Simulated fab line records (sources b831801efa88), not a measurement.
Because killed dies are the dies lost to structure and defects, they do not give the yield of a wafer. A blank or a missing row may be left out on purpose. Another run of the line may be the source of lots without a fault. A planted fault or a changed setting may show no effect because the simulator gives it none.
Chamber matching :: flow gf180mcu :: GF_V2_CMP_04 on cmp-01: 4 sister chambers
The step polishes SiO2. 7 wafers are shown with their chamber, then 7 later ones without.

## WAFERS PAIRED WITH THEIR CHAMBERS
wafer: L771.2
chamber: 0
motor_current_A (A): 12.8
time_to_endpoint_s (s): 80

wafer: L775.4
chamber: 1
motor_current_A (A): 11.0
time_to_endpoint_s (s): 85

wafer: L778.1
chamber: 2
motor_current_A (A): 13.8
time_to_endpoint_s (s): 76

wafer: L778.3
chamber: 1
motor_current_A (A): 10.7
time_to_endpoint_s (s): 77

wafer: L778.5
chamber: 3
motor_current_A (A): 11.9
time_to_endpoint_s (s): 84

wafer: L785.3
chamber: 3
motor_current_A (A): 11.8
time_to_endpoint_s (s): 83

wafer: L785.4
chamber: 2
motor_current_A (A): 14.5
time_to_endpoint_s (s): 80

## WAFERS WITH NO CHAMBER GIVEN
wafer: L785.6
motor_current_A (A): 12.3
time_to_endpoint_s (s): 85

wafer: L792.3
motor_current_A (A): 14.1
time_to_endpoint_s (s): 80

wafer: L792.5
motor_current_A (A): 14.1
time_to_endpoint_s (s): 90

wafer: L792.6
motor_current_A (A): 11.7
time_to_endpoint_s (s): 82

wafer: L794.1
motor_current_A (A): 14.1
time_to_endpoint_s (s): 84

wafer: L794.3
motor_current_A (A): 11.6
time_to_endpoint_s (s): 84

wafer: L794.5
motor_current_A (A): 11.9
time_to_endpoint_s (s): 87

## WHICH CHAMBER EACH WENT THROUGH
wafer: L785.6
from the rows above: can't be placed: 3 or 0
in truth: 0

wafer: L792.3
from the rows above: 2
in truth: 2

wafer: L792.5
from the rows above: can't be placed: 2 or 0
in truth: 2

wafer: L792.6
from the rows above: 3
in truth: 3

wafer: L794.1
from the rows above: 2
in truth: 2

wafer: L794.3
from the rows above: can't be placed: 3 or 1
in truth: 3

wafer: L794.5
from the rows above: 3
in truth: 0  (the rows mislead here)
Correctly placed: 3 of 7. These rows do not allow placing 3 (true chamber among the candidates in 3). Number placed wrongly: 1.
How it was worked out, from the rows above alone: a wafer's distance from a chamber is the root of the sum, over the readings, of the square of ((its reading less the chamber's mean) divided by the reading's scatter). The wafer belongs to the nearest chamber; if the next one is less than 2 further off, it can't be placed. A chamber's mean is the mean of its shown wafers. The scatter: take each reading less its chamber's mean, square it, sum over the shown wafers, divide by the number of wafers less the number of chambers, and take the root.
